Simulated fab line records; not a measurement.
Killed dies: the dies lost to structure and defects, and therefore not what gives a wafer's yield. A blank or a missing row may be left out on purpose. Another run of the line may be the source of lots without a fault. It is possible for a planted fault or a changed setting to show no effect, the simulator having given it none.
The tool behind it: which one? :: flow sky130 :: 10 lots with 29 wafers sampled at 4 steps, on a route of 708 steps

WHAT THE GAUGES READ, wafer by wafer
SKY_FIELD_ISO_THK_MEAS_25. Usual: FIELD_ISO_CVD_24_THK gives 599 nm (standard deviation 5.5).
lot: L247
measured: day 2 07:04
on: film-metro-04
FIELD_ISO_CVD_24_THK (nm): 595 596 596
flag: 

lot: L248
measured: day 2 12:40
on: film-metro-04
FIELD_ISO_CVD_24_THK (nm): 600 609 603
flag: 

lot: L249
measured: day 2 18:28
on: film-metro-04
FIELD_ISO_CVD_24_THK (nm): 603 591 596
flag: 

lot: L251
measured: day 3 06:02
on: film-metro-02
FIELD_ISO_CVD_24_THK (nm): 607 602 602
flag: 

lot: L256
measured: day 4 07:29
on: film-metro-03
FIELD_ISO_CVD_24_THK (nm): 643 598
flag: OFF

lot: L260
measured: day 5 04:23
on: film-metro-04
FIELD_ISO_CVD_24_THK (nm): 591 597 590
flag: 

lot: L261
measured: day 5 14:07
on: film-metro-03
FIELD_ISO_CVD_24_THK (nm): 598 598 596
flag: 

lot: L263
measured: day 6 01:21
on: film-metro-04
FIELD_ISO_CVD_24_THK (nm): 594 599 593
flag: 

lot: L266
measured: day 6 13:58
on: film-metro-02
FIELD_ISO_CVD_24_THK (nm): 594 598 592
flag: 

lot: L268
measured: day 6 23:34
on: film-metro-02
FIELD_ISO_CVD_24_THK (nm): 597 594 599
flag: 

SKY_LDD_HVN_OVL_MEAS_07. Usual: LDD_HVN_OVL gives 1.5 nm (standard deviation 1.7).
lot: L247
measured: day 19 14:29
on: overlay-02
LDD_HVN_OVL (nm): 0.5 -0.3 1.2
flag: 

lot: L248
measured: day 20 03:15
on: overlay-02
LDD_HVN_OVL (nm): 3.6 3.8 4.1
flag: 

lot: L249
measured: day 20 09:02
on: overlay-02
LDD_HVN_OVL (nm): 0.4 1.2 1.5
flag: 

lot: L251
measured: day 21 14:26
on: overlay-01
LDD_HVN_OVL (nm): -2.0 -1.0 -3.0
flag: 

lot: L256
measured: day 23 11:33
on: overlay-02
LDD_HVN_OVL (nm): 2.6 2.8
flag: 

lot: L260
measured: day 25 12:32
on: overlay-02
LDD_HVN_OVL (nm): 2.2 3.9 3.1
flag: 

lot: L261
measured: day 26 19:14
on: overlay-01
LDD_HVN_OVL (nm): 0.8 -0.7 -1.0
flag: 

lot: L263
measured: day 27 11:53
on: overlay-01
LDD_HVN_OVL (nm): 4.3 2.4 2.4
flag: 

lot: L266
measured: day 28 02:23
on: overlay-01
LDD_HVN_OVL (nm): -1.4 -2.2 -0.1
flag: 

lot: L268
measured: day 28 21:50
on: overlay-01
LDD_HVN_OVL (nm): 5.0 4.4 3.1
flag: 

SKY_SD_N_RS_MEAS_18: uses a four-point probe to measure. Usual: RES_XHIGH_RS gives 333.4 ohm/sq (standard deviation 1.1).
lot: L247
measured: day 27 03:28
on: film-metro-02
RES_XHIGH_RS (ohm/sq): 333.7 332.4 333.5
flag: 

lot: L248
measured: day 27 17:14
on: film-metro-03
RES_XHIGH_RS (ohm/sq): 331.1 330.6 331.4
flag: 

lot: L249
measured: day 27 22:23
on: film-metro-02
RES_XHIGH_RS (ohm/sq): 334.7 335.4 334.1
flag: 

lot: L251
measured: day 29 01:40
on: film-metro-01
RES_XHIGH_RS (ohm/sq): 333.3 333.4 332.6
flag: 

lot: L256
measured: day 30 17:20
on: film-metro-01
RES_XHIGH_RS (ohm/sq): 334.7 334.6
flag: 

lot: L260
measured: day 32 17:22
on: film-metro-02
RES_XHIGH_RS (ohm/sq): 334.0 333.7 334.4
flag: 

lot: L261
measured: day 33 22:58
on: film-metro-03
RES_XHIGH_RS (ohm/sq): 331.3 331.1 332.0
flag: 

lot: L263
measured: day 34 11:13
on: film-metro-02
RES_XHIGH_RS (ohm/sq): 334.3 332.8 333.9
flag: 

lot: L266
measured: day 35 00:42
on: film-metro-03
RES_XHIGH_RS (ohm/sq): 333.0 332.6 333.9
flag: 

lot: L268
measured: day 35 14:43
on: film-metro-01
RES_XHIGH_RS (ohm/sq): 335.2 335.8 335.6
flag: 

WHICH TOOL RAN EACH LOT (tool, then ch and the chambers of the sampled wafers, then the start)
lot: L247
SKY_FIELD_ISO_CVD_24: hdpcvd-02 ch 0,2, day 2 06:59

lot: L248
SKY_FIELD_ISO_CVD_24: hdpcvd-02 ch 0,1, day 2 12:34

lot: L249
SKY_FIELD_ISO_CVD_24: hdpcvd-01 ch 0,1,2, day 2 18:23

lot: L251
SKY_FIELD_ISO_CVD_24: hdpcvd-02 ch 0,1,2, day 3 05:58

lot: L256
SKY_FIELD_ISO_CVD_24: hdpcvd-02 ch 0,1, day 4 07:24

lot: L260
SKY_FIELD_ISO_CVD_24: hdpcvd-01 ch 0,1,2, day 5 04:19

lot: L261
SKY_FIELD_ISO_CVD_24: hdpcvd-01 ch 1,2, day 5 14:02

lot: L263
SKY_FIELD_ISO_CVD_24: hdpcvd-01 ch 0,1,2, day 6 01:17

lot: L266
SKY_FIELD_ISO_CVD_24: hdpcvd-01 ch 0,1, day 6 13:54

lot: L268
SKY_FIELD_ISO_CVD_24: hdpcvd-01 ch 0,1,2, day 6 23:29
- SKY_FIELD_ISO_CVD_24: deposits SiO2, target thk 595 nm, time 99.2 s.

AS READ BY THE TOOLS THEMSELVES (means over the sampled wafers that have a number; for cases with no such wafer, the mark the record gives instead)
SKY_FIELD_ISO_CVD_24. Usual: pressure-mtorr 5.998 mTorr, standard deviation 0.011; susceptor-temp-C 650.0 C, standard deviation 0.31.
lot: L247
tool: hdpcvd-02
pressure-mtorr (mTorr): 6.004
susceptor-temp-C (C): 650.3
flag: 

lot: L248
tool: hdpcvd-02
pressure-mtorr (mTorr): 5.995
susceptor-temp-C (C): 650.0
flag: 

lot: L249
tool: hdpcvd-01
pressure-mtorr (mTorr): 5.999
susceptor-temp-C (C): 649.8
flag: 

lot: L251
tool: hdpcvd-02
pressure-mtorr (mTorr): 5.984
susceptor-temp-C (C): 650.2
flag: 

lot: L256
tool: hdpcvd-02
pressure-mtorr (mTorr): 6.005
susceptor-temp-C (C): 650.0
flag: 

lot: L260
tool: hdpcvd-01
pressure-mtorr (mTorr): 6.002
susceptor-temp-C (C): 649.9
flag: 

lot: L261
tool: hdpcvd-01
pressure-mtorr (mTorr): 6.001
susceptor-temp-C (C): 650.0
flag: 

lot: L263
tool: hdpcvd-01
pressure-mtorr (mTorr): 5.997
susceptor-temp-C (C): 649.6
flag: 

lot: L266
tool: hdpcvd-01
pressure-mtorr (mTorr): 5.994
susceptor-temp-C (C): 650.0
flag: 

lot: L268
tool: hdpcvd-01
pressure-mtorr (mTorr): 6.000
susceptor-temp-C (C): 650.0
flag: 

THE ANSWER, worked out from the rows above alone
Rule: a lot is off if the mean of its wafers that have a number lies more than 3 standard deviations from the usual mean. Also off: a lot with no number at a reading for which 4 or more lots have one. Where the step has rows for the other lots, those lots are counted as sound. Order of review: gauges by route order, followed by the tools' own readings, for which a lot's mean as printed above is used. At the first step where some lot is off, the reading lying furthest off is the one used; lots without a number count as furthest.
Off: L256, at SKY_FIELD_ISO_THK_MEAS_25 (FIELD_ISO_CVD_24_THK).
A tool fits if, at a process step before that reading, it ran every lot that is off, and no sound lot after the first of them. The gauges at SKY_FIELD_ISO_THK_MEAS_25 are tried like those tools. One fits: SKY_FIELD_ISO_CVD_24 on hdpcvd-02. Its last sound lot is L251 (day 3 05:58), its first lot that is off L256 (day 4 07:24): a fault that began between those two fits.

WHAT THE SIMULATOR PUT IN
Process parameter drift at SKY_FIELD_ISO_CVD_24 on hdpcvd-02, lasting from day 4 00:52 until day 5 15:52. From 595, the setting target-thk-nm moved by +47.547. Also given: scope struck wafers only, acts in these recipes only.
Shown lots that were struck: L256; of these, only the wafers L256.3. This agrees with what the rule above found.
